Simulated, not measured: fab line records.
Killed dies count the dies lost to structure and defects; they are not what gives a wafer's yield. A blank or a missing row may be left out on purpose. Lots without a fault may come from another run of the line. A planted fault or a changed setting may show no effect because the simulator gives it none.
Which of the tools did it? ; flow gf180mcu ; 12 lots, 36 wafers sampled, at 5 steps of a route of 602

== WHAT THE GAUGES READ, wafer by wafer ==
GF_LVPWELL_OVL_MEAS_07.
lot;measured;on;LVPWELL_OVL (nm)
L382;day 4 00:02;overlay-02;-1.0 0.7 -2.0
L383;day 4 05:08;overlay-01;0.5 0.7 -0.7
L384;day 4 08:38;overlay-02;-1.5 -2.8 -0.8
L386;day 4 18:34;overlay-01;-1.5 0.3 -0.3
L389;day 5 13:44;overlay-01;-2.0 -0.6 -0.2
L391;day 5 21:27;overlay-01;-0.1 -1.4 -1.7
L396;day 7 02:58;overlay-02;-2.4 -0.1 0.4
L397;day 7 07:56;overlay-02;-2.4 -3.0 -1.6
L398;day 7 14:33;overlay-01;-0.3 0.6 0.4
L399;day 7 20:25;overlay-01;-0.8 0.3 -1.2
L400;day 8 02:29;overlay-01;-1.0 0.5 0.6
L405;day 9 07:31;overlay-01;-3.1 -0.6 -2.2

GF_DUAL_GATE_THK_MEAS_03.
lot;measured;on;DUAL_GATE_OXIDATION_00_THK (nm)
L382;day 7 20:27;film-metro-01;10.40 10.44 10.60
L383;day 8 00:57;film-metro-01;10.77 10.79 10.73
L384;day 8 06:22;film-metro-01;10.59 10.72 10.53
L386;day 8 16:53;film-metro-03;8.98 9.16 9.09
L389;day 9 17:49;film-metro-04;8.57 8.70 8.66
L391;day 10 01:04;film-metro-03;8.98 8.85 8.93
L396;day 11 14:59;film-metro-03;10.80 11.04 11.01
L397;day 11 19:59;film-metro-01;10.94 10.88 10.78
L398;day 12 04:34;film-metro-03;11.20 10.97 10.99
L399;day 12 11:59;film-metro-03;11.05 11.04 10.95
L400;day 12 18:36;film-metro-01;10.61 10.87 10.52
L405;day 14 04:32;film-metro-03;11.06 11.11 10.99

== EACH LOT AND THE TOOL THAT RAN IT (in order: tool; ch and the chambers of the sampled wafers; start) ==
lot;GF_STI_ETCH_14;GF_VT_IMPLANT_STRIP_09;GF_DUAL_GATE_OXIDATION_02
L382;rie-si-02 ch 0,1,3, day 2 03:28;plasma-asher-02 ch 0,1, day 5 18:07;furnace-01 ch 0, day 7 19:01
L383;rie-si-02 ch 0,3, day 2 07:37;plasma-asher-04 ch 1, day 6 00:17;furnace-02 ch 0, day 7 23:30
L384;rie-si-02 ch 1,2,3, day 2 12:13;plasma-asher-04 ch 1, day 6 04:19;furnace-02 ch 0, day 8 04:55
L386;rie-si-01 ch 0,2,3, day 2 22:22;plasma-asher-03 ch 0,1, day 6 15:23;furnace-02 ch 0, day 8 15:26
L389;rie-si-01 ch 0,2,3, day 3 14:55;plasma-asher-02 ch 0,1, day 7 12:47;furnace-02 ch 0, day 9 16:22
L391;rie-si-01 ch 1,3, day 3 23:46;plasma-asher-02 ch 1, day 7 19:58;furnace-02 ch 0, day 9 23:36
L396;rie-si-02 ch 0,1,2, day 5 01:19;plasma-asher-04 ch 0,1, day 9 05:56;furnace-01 ch 0, day 11 13:31
L397;rie-si-02 ch 0,3, day 5 06:29;plasma-asher-04 ch 0,1, day 9 10:36;furnace-01 ch 0, day 11 18:33
L398;rie-si-02 ch 0,2,3, day 5 11:40;plasma-asher-03 ch 0,1, day 9 18:20;furnace-01 ch 0, day 12 03:06
L399;rie-si-02 ch 0,2,3, day 5 17:14;plasma-asher-03 ch 0,1, day 10 00:19;furnace-02 ch 0, day 12 10:32
L400;rie-si-01 ch 1,2,3, day 5 22:34;plasma-asher-03 ch 0,1, day 10 06:38;furnace-02 ch 0, day 12 17:09
L405;rie-si-01 ch 0,1,3, day 7 01:34;plasma-asher-04 ch 0,1, day 11 15:10;furnace-02 ch 0, day 14 03:06
- GF_STI_ETCH_14: etches Si in HBr/Cl2/O2, target depth 360 nm, time 102.9 s.
- GF_VT_IMPLANT_STRIP_09: strips in O2/N2.
- GF_DUAL_GATE_OXIDATION_02: stabilise 600 s, purge 300 s, target thk 10.887 nm.

== WHAT THE TOOLS THEMSELVES READ (means of the sampled wafers that have a number; where no wafer has one, the mark that the record gives instead) ==
GF_STI_ETCH_14.
lot;tool;drypump-motor-current-A (A);oes-product-au (a.u.);throttle-valve-pct (%)
L382;rie-si-02;5.9;1.004;25.650
L383;rie-si-02;6.0;0.997;25.666
L384;rie-si-02;5.7;1.003;25.655
L386;rie-si-01;5.9;0.993;25.658
L389;rie-si-01;5.9;0.992;25.656
L391;rie-si-01;6.0;1.000;25.662
L396;rie-si-02;5.7;0.999;25.660
L397;rie-si-02;6.0;1.001;25.649
L398;rie-si-02;5.9;0.998;25.655
L399;rie-si-02;5.9;0.998;25.658
L400;rie-si-01;5.7;0.998;25.666
L405;rie-si-01;6.2;1.001;25.660

GF_VT_IMPLANT_STRIP_09.
lot;tool;drypump-motor-current-A (A);heater-power-w (W);oes-product-au (a.u.);strip-time-to-endpoint-s (s)
L382;plasma-asher-02;5.8;310;0.716;12.67
L383;plasma-asher-04;5.6;335;0.719;12.58
L384;plasma-asher-04;5.6;336;0.718;12.60
L386;plasma-asher-03;5.6;343;0.716;12.62
L389;plasma-asher-02;5.8;312;0.718;12.66
L391;plasma-asher-02;5.4;321;0.712;12.62
L396;plasma-asher-04;5.3;312;0.717;12.65
L397;plasma-asher-04;5.4;322;0.716;12.62
L398;plasma-asher-03;5.6;345;0.715;12.64
L399;plasma-asher-03;5.6;346;0.714;12.63
L400;plasma-asher-03;5.6;344;0.717;12.65
L405;plasma-asher-04;5.3;309;0.715;12.59

GF_DUAL_GATE_OXIDATION_02.
lot;tool;spike-tc-bottom-C (C);spike-tc-centre-C (C);spike-tc-lower-C (C);spike-tc-top-C (C);spike-tc-upper-C (C);tube-center-temp-C (C);tube_center_temp_C_max;zone-power-upper-pct (%)
L382;furnace-01;918.9;900.8;900.8;910.9;899.9;900.05;902.7;19.71
L383;furnace-02;915.2;899.0;900.9;913.1;900.9;899.99;902.6;19.41
L384;furnace-02;915.9;899.6;901.5;912.3;900.4;900.04;902.1;19.26
L386;furnace-02;899.4;884.5;885.3;897.5;885.7;884.58;886.6;18.72
L389;furnace-02;900.7;885.6;886.2;897.8;886.2;884.52;886.7;18.79
L391;furnace-02;900.4;884.2;885.7;897.7;885.1;884.59;886.9;18.89
L396;furnace-01;917.7;899.6;900.7;909.5;899.3;900.04;902.4;19.53
L397;furnace-01;918.3;900.2;898.6;910.3;898.8;900.04;902.0;19.64
L398;furnace-01;918.4;900.0;900.7;910.2;898.9;900.02;902.3;19.63
L399;furnace-02;914.9;899.5;899.8;912.4;900.6;899.96;902.3;19.34
L400;furnace-02;916.2;899.4;900.4;912.0;901.6;899.94;902.4;19.23
L405;furnace-02;915.6;900.6;900.9;913.0;901.0;900.00;902.1;19.46

== THE ANSWER, worked out from the rows above alone ==
Rule: the usual values come from the lots themselves. The widest of any qualifying gaps counts: lots, ordered by their means at a reading, are off when they make up no more than a third of the lots, leave a main group of 4 or more, and stand apart from it by 3 or more times the standard deviation of that group's means. If all means in a main group match to the digits the tables above print for the reading, that group is not used. Also off: a lot with no number at a reading for which 4 or more lots have one. All remaining lots with rows at the step are treated as sound. After the gauges, taken in route order, come the tools' own readings; for these a lot's mean is taken, as printed above. At the first step where some lot is off, the reading lying furthest off is the one used; lots without a number count as furthest.
Off: L386, L389, L391, at GF_DUAL_GATE_THK_MEAS_03 (DUAL_GATE_OXIDATION_00_THK). Main group: mean 10.83 nm, sd 0.2.
If a tool, at a process step before that reading, ran all the lots that are off and no sound lot after the first of them, it fits. The gauges at GF_DUAL_GATE_THK_MEAS_03 aren't tried: what is off there is off at GF_DUAL_GATE_OXIDATION_02 too, on other tools, and a gauge's error can't cause that. Of those tried, none fits.

== WHAT THE SIMULATOR HAD INSERTED ==
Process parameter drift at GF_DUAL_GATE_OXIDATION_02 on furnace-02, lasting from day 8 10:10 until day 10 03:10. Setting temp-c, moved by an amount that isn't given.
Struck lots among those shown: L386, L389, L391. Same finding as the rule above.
